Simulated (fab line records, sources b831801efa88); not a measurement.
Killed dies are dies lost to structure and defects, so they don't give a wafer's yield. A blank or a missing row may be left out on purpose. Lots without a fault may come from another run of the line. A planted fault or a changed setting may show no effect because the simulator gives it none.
fab line records | flow gf180mcu
record lots=12 wafers=35 last_day=34
route steps=602 shown V1@349 M2@364
lots that met no fault: from a run of the same line without faults
start_h: hours from the record's first day to the start of the lot's first wafer shown | wait_h: hours since the lot's step before | " the same as in the row above | L1.1+2: a row that stands for several wafers | - no value, or no start given | * or withheld: withheld | < > ~ a bound
route shown NAME@n: a module of which the file shows steps, and the number in the route of the first | usual: mean/standard deviation of fault-free wafers | same: alike in all rows | chamber/n: place in a boat | sites: the reading at each site | _std_site: their standard deviation | _edge_site: outer sites' mean less inner sites' | radius_mm: how far each site lies from the wafer's centre | mask NAME#n: copy n | behind: the tool/chamber that last shaped the wafer | hold: why the lot was held/for how many hours/how that ended | device: the transistor (n, p or np) that didn't switch | end of line: the same wafers' tests at the end of the route | a step without rows: its recipe alone | killed: dies lost to structure and defects at the first sort, not the wafer's yield | map: a wafer's dies, x killed, . not, _ none there
set.NAME: the setting as run; set.NAME@STEP: as run at that earlier step | model.NAME: the simulator's own value behind a step, which no gauge read
steps of the route over a sample of lots; a table a step, a row a wafer
services: from which hour (start_h, from the record's first day; less than 0 if before it) a tool's chamber was out of use, for how many hours, and why
## steps
# step GF_V1_CD_MEAS_14
# recipe target_cd_nm=260
# usual cd_nm=260.0/1.3
# columns lot.wafer tool chamber start_h wait_h cd_nm
L807.3 cd_sem-01 - 425.32 0.1 261.3
L807.4 " - " " 259.6
L807.6 " - " " 258.9
L808.1 cd_sem-02 - 434.95 0.1 260.2
L808.4 " - " " 258.9
L808.6 " - " " 260.5
L809.1 cd_sem-02 - 445.13 0.1 263.0
L809.2 " - " " 262.9
L809.6 " - " " 262.7
L810.2 cd_sem-01 - 459.96 0.1 259.3
L810.3 " - " " 260.4
L810.6 " - " " 260.0
L811.3 cd_sem-02 - 465.69 0.1 261.3
L811.5 " - " " 261.9
L811.6 " - " " 262.7
L812.4 cd_sem-01 - 470.09 0.1 260.1
L812.6 " - " " 260.8
L815.1 cd_sem-02 - 493.70 0.1 259.9
L815.2 " - " " 260.1
L815.4 " - " " 260.3
L819.1 cd_sem-02 - 527.48 0.1 261.9
L819.2 " - " " 260.4
L819.6 " - " " 262.0
L821.3 cd_sem-02 - 551.92 0.1 259.7
L821.4 " - " " 259.8
L821.5 " - " " 260.0
L822.1 cd_sem-02 - 555.03 0.1 259.9
L822.3 " - " " 261.1
L822.6 " - " " 261.4
L823.1 cd_sem-02 - 560.23 0.1 260.4
L823.2 " - " " 259.3
L823.4 " - " " 259.8
L829.2 cd_sem-01 - 605.56 0.1 258.8
L829.3 " - " " 258.6
L829.4 " - " " 258.1
# step GF_V1_CVD_23
# recipe material=W target_thk_nm=350 time_s=105.05 temp_c=400 pressure_torr=40
# usual heater_power_w=866/31
# columns lot.wafer tool chamber start_h wait_h heater_power_w
L807.3 cvd_w-01 1 426.24 0.1 831
L807.4 " 0 " " 871
L807.6 " 1 " " 850
L808.1 cvd_w-02 0 435.91 0.0 817
L808.4 " 1 " " 902
L808.6 " 1 " " 897
L809.1 cvd_w-02 0 446.05 0.0 824
L809.2 " 1 " " 892
L809.6 " 0 " " 836
L810.2 cvd_w-02 1 460.86 0.0 917
L810.3 " 1 " " 881
L810.6 " 1 " " 905
L811.3 cvd_w-02 1 466.60 0.1 903
L811.5 " 1 " " 909
L811.6 " 0 " " 829
L812.4 cvd_w-02 0 470.98 0.1 833
L812.6 " 1 " " 908
L815.1 cvd_w-01 1 494.62 0.0 839
L815.2 " 0 " " 872
L815.4 " 1 " " 868
L819.1 cvd_w-02 0 528.39 0.0 826
L819.2 " 1 " " 897
L819.6 " 1 " " 900
L821.3 cvd_w-01 1 552.84 0.1 877
L821.4 " 0 " " 878
L821.5 " 0 " " 863
L822.1 cvd_w-02 0 555.94 0.0 812
L822.3 " 0 " " 848
L822.6 " 1 " " 899
L823.1 cvd_w-02 1 561.15 0.0 936
L823.2 " 0 " " 832
L823.4 " 0 " " 833
L829.2 cvd_w-01 1 606.53 0.1 867
L829.3 " 1 " " 887
L829.4 " 1 " " 863
# step GF_V1_RS_MEAS_24
# recipe thk_meas_gauge=four-point-probe reads=W_of_V1_CVD_23+TiN_of_V1_SPUTTER_22+Ti_of_V1_SPUTTER_21
# usual V1_W_RS=0.325/0.0034
# columns lot.wafer tool chamber start_h wait_h V1_W_RS[ohm/sq]
L807.3 film_metro-01 - 426.36 0.1 0.323
L807.4 " - " " 0.324
L807.6 " - " " 0.327
L808.1 film_metro-01 - 436.02 0.1 0.328
L808.4 " - " " 0.321
L808.6 " - " " 0.320
L809.1 film_metro-01 - 446.16 0.1 0.321
L809.2 " - " " 0.320
L809.6 " - " " 0.321
L810.2 film_metro-04 - 461.00 0.1 0.321
L810.3 " - " " 0.319
L810.6 " - " " 0.554
L811.3 film_metro-04 - 466.72 0.1 0.324
L811.5 " - " " 0.324
L811.6 " - " " 0.582
L812.4 film_metro-04 - 471.12 0.1 0.327
L812.6 " - " " 0.558
L815.1 film_metro-01 - 494.74 0.1 0.326
L815.2 " - " " 0.323
L815.4 " - " " 0.327
L819.1 film_metro-01 - 528.51 0.1 0.329
L819.2 " - " " 0.329
L819.6 " - " " 0.330
L821.3 film_metro-04 - 552.96 0.1 0.329
L821.4 " - " " 0.323
L821.5 " - " " 0.324
L822.1 film_metro-02 - 556.06 0.1 0.325
L822.3 " - " " 0.327
L822.6 " - " " 0.323
L823.1 film_metro-04 - 561.27 0.1 0.323
L823.2 " - " " 0.329
L823.4 " - " " 0.328
L829.2 film_metro-02 - 606.74 0.2 0.324
L829.3 " - " " 0.321
L829.4 " - " " 0.322
# step GF_V1_THK_MEAS_25
# recipe thk_meas_gauge=xrf reads=W_of_V1_CVD_23
# usual V1_W_THK=348/4.2
# columns lot.wafer tool chamber start_h wait_h V1_W_THK[nm]
L807.3 film_metro-01 - 426.46 0.1 348
L807.4 " - " " 348
L807.6 " - " " 344
L808.1 film_metro-01 - 436.14 0.1 340
L808.4 " - " " 348
L808.6 " - " " 349
L809.1 film_metro-01 - 446.28 0.1 348
L809.2 " - " " 350
L809.6 " - " " 351
L810.2 film_metro-04 - 461.11 0.1 352
L810.3 " - " " 360
L810.6 " - " " 207
L811.3 film_metro-04 - 466.82 0.1 353
L811.5 " - " " 352
L811.6 " - " " 198
L812.4 film_metro-04 - 471.21 0.1 350
L812.6 " - " " 206
L815.1 film_metro-01 - 494.86 0.1 345
L815.2 " - " " 345
L815.4 " - " " 343
L819.1 film_metro-01 - 528.63 0.1 342
L819.2 " - " " 342
L819.6 " - " " 340
L821.3 film_metro-04 - 553.06 0.1 343
L821.4 " - " " 349
L821.5 " - " " 346
L822.1 film_metro-02 - 556.18 0.1 347
L822.3 " - " " 345
L822.6 " - " " 352
L823.1 film_metro-04 - 561.39 0.1 350
L823.2 " - " " 345
L823.4 " - " " 343
L829.2 film_metro-02 - 606.85 0.1 354
L829.3 " - " " 352
L829.4 " - " " 353
# step GF_V1_CMP_26
# recipe stop_on=SiO2 down_force_psi=3.5 platen_rpm=60 t_overpolish_s=15 target_thk_nm=0 pad_velocity_m_s=0.94248
# usual motor_current_A=10.9/1.1 time_to_endpoint_s=86/4.4
# columns lot.wafer tool chamber start_h wait_h motor_current_A time_to_endpoint_s
L807.3 cmp-01 2 426.50 0.0 9.9 89
L807.4 " 1 " " 12.8 89
L807.6 " 3 " " 9.3 87
L808.1 cmp-02 2 436.20 0.1 12.0 91
L808.4 " 1 " " 9.7 86
L808.6 " 3 " " 10.9 96
L809.2 cmp-01 2 446.44 0.1 11.0 90
L809.1 " 3 " " 9.2 87
L809.6 " 0 " " 11.8 87
L810.2 cmp-02 0 461.41 0.3 10.4 81
L810.3 " 3 " " 11.4 95
L810.6 " 0 " " 10.0 49
L811.3 cmp-02 3 467.08 0.3 10.3 97
L811.6 " 3 " " 11.0 51
L811.5 " 0 " " 10.5 83
L812.4 cmp-02 3 471.24 0.0 10.1 91
L812.6 " 3 " " 10.9 58
L815.1 cmp-01 1 494.97 0.1 12.0 85
L815.4 " 2 " " 11.0 88
L815.2 " 3 " " 9.6 86
L819.1 cmp-01 1 528.69 0.1 12.4 92
L819.2 " 3 " " 9.2 87
L819.6 " 2 " " 10.6 89
L821.3 cmp-02 1 553.10 0.0 9.4 80
L821.4 " 3 " " 11.2 91
L821.5 " 1 " " 9.6 81
L822.3 cmp-02 2 556.29 0.1 12.1 87
L822.1 " 0 " " 10.6 79
L822.6 " 2 " " 12.0 88
L823.2 cmp-01 0 561.45 0.0 11.9 84
L823.4 " 1 " " 12.2 88
L823.1 " 2 " " 10.9 89
L829.3 cmp-02 1 606.95 0.1 9.6 85
L829.4 " 2 " " 11.9 91
L829.2 " 3 " " 11.0 92
# step GF_M2_SPUTTER_02
# recipe material=AlCu target_thk_nm=450 power_w=10600 time_s=23.9 chamber_pressure_pa=0.4
# usual cathode_dc_power_W=10600/1.7 throttle_valve_pct=30.4/1
# columns lot.wafer tool chamber start_h wait_h cathode_dc_power_W throttle_valve_pct
L807.3 pvd_sputter-03 - 426.93 0.0 10599 29.2
L807.4 " - " " 10601 30.2
L807.6 " - " " 10599 30.3
L808.1 pvd_sputter-01 - 436.63 0.0 10604 30.7
L808.4 " - " " 10601 27.9
L808.6 " - " " 10598 31.1
L809.1 pvd_sputter-01 - 446.77 0.0 10598 31.0
L809.2 " - " " 10596 28.0
L809.6 " - " " 10602 31.0
L810.2 pvd_sputter-03 - 461.84 0.0 10600 30.9
L810.3 " - " " 10602 30.7
L810.6 " - " " 10601 30.1
L811.3 pvd_sputter-02 - 467.51 0.0 10602 28.9
L811.5 " - " " 10599 32.1
L811.6 " - " " 10601 30.3
L812.4 pvd_sputter-03 - 471.67 0.0 10602 30.9
L812.6 " - " " 10600 30.2
L815.1 pvd_sputter-02 - 495.35 0.0 10600 28.8
L815.2 " - " " 10601 31.4
L815.4 " - " " 10600 31.9
L819.1 pvd_sputter-03 - 529.12 0.0 10600 29.0
L819.2 " - " " 10599 30.4
L819.6 " - " " 10599 29.2
L821.3 pvd_sputter-03 - 553.53 0.0 10600 30.1
L821.4 " - " " 10601 30.7
L821.5 " - " " 10602 30.8
L822.1 pvd_sputter-03 - 556.67 0.0 10599 28.9
L822.3 " - " " 10602 30.2
L822.6 " - " " 10598 31.0
L823.1 pvd_sputter-01 - 561.88 0.0 10603 31.0
L823.2 " - " " 10598 27.7
L823.4 " - " " 10602 31.1
L829.2 pvd_sputter-02 - 607.33 0.0 10600 31.5
L829.3 " - " " 10601 30.2
L829.4 " - " " 10602 31.7
# step GF_M2_THK_MEAS_06
# recipe thk_meas_gauge=xrf reads=AlCu_of_M2_SPUTTER_02
# usual M2_ALCU_THK=450/5.4
# columns lot.wafer tool chamber start_h wait_h M2_ALCU_THK[nm]
L807.3 film_metro-01 - 427.16 0.1 456
L807.4 " - " " 454
L807.6 " - " " 459
L808.1 film_metro-03 - 436.84 0.1 447
L808.4 " - " " 448
L808.6 " - " " 445
L809.1 film_metro-03 - 446.98 0.1 446
L809.2 " - " " 452
L809.6 " - " " 448
L810.2 film_metro-04 - 462.06 0.1 448
L810.3 " - " " 456
L810.6 " - " " 451
L811.3 film_metro-04 - 467.74 0.1 439
L811.5 " - " " 440
L811.6 " - " " 441
L812.4 film_metro-01 - 471.91 0.1 455
L812.6 " - " " 455
L815.1 film_metro-04 - 495.56 0.1 445
L815.2 " - " " 444
L815.4 " - " " 446
L819.1 film_metro-01 - 529.33 0.1 448
L819.2 " - " " 446
L819.6 " - " " 449
L821.3 film_metro-03 - 553.76 0.1 445
L821.4 " - " " 445
L821.5 " - " " 446
L822.1 film_metro-03 - 556.88 0.1 458
L822.3 " - " " 455
L822.6 " - " " 454
L823.1 film_metro-01 - 562.09 0.1 454
L823.2 " - " " 445
L823.4 " - " " 452
L829.2 film_metro-01 - 607.55 0.1 449
L829.3 " - " " 453
L829.4 " - " " 455
## services
# columns tool chamber start_h hours kind
cmp-01 - 404.19 4.0 pm
cmp-01 - 408.19 - consumable_replace:conditioner
pvd_sputter-03 0 428.94 - consumable_replace:kit
pvd_sputter-03 0 428.94 18.0 scheduled_down
pvd_sputter-03 0 428.94 18.0 vent_cycle
cmp-01 - 456.30 23.1 pm
pvd_sputter-02 - 469.09 4.3 repair
cmp-01 - 486.40 2.2 repair
pvd_sputter-02 - 507.41 1.7 repair
pvd_sputter-01 - 510.15 2.3 repair
cmp-02 - 530.30 14.0 pm
cvd_w-01 - 549.62 0.3 repair
pvd_sputter-02 - 555.71 0.6 repair
cmp-02 - 557.69 6.6 pm
cmp-02 - 564.62 0.3 repair
cmp-01 - 569.31 7.0 pm
cmp-02 - 572.22 4.0 pm
cmp-02 - 573.43 4.2 repair
cmp-02 - 576.22 - consumable_replace:conditioner
cmp-02 - 576.22 - consumable_replace:pad
pvd_sputter-03 - 577.76 1.9 repair
cmp-02 - 584.12 2.1 repair
cmp-01 - 586.65 4.4 pm
cvd_w-01 0 603.61 4.4 repair
## key
first_sign step=GF_V1_RS_MEAS_24 reading=V1_W_RS direction=up sigmas=70 usual=0.325 struck=0.565
effect step=GF_V1_THK_MEAS_25 reading=V1_W_THK direction=down sigmas=34 usual=348 struck=204
effect step=GF_V1_CMP_26 reading=time_to_endpoint_s direction=down sigmas=7.6 usual=* struck=*
met_at GF_V1_CVD_23
struck_lots L810,L811,L812
struck_wafers L810.6,L811.6,L812.6
not_acting_at GF_V1_CD_MEAS_14,GF_M2_SPUTTER_02,GF_M2_THK_MEAS_06
onset_between 446.05 460.86
fault kind=process_parameter_drift tool=cvd_w-02 chamber=- onset_h=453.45 steps=GF_V1_CVD_23 channel=target_thk_nm offset=-149.21 shape=step end_h=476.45 scope=struck_wafers_only acts_in=these_recipes_only stated=350
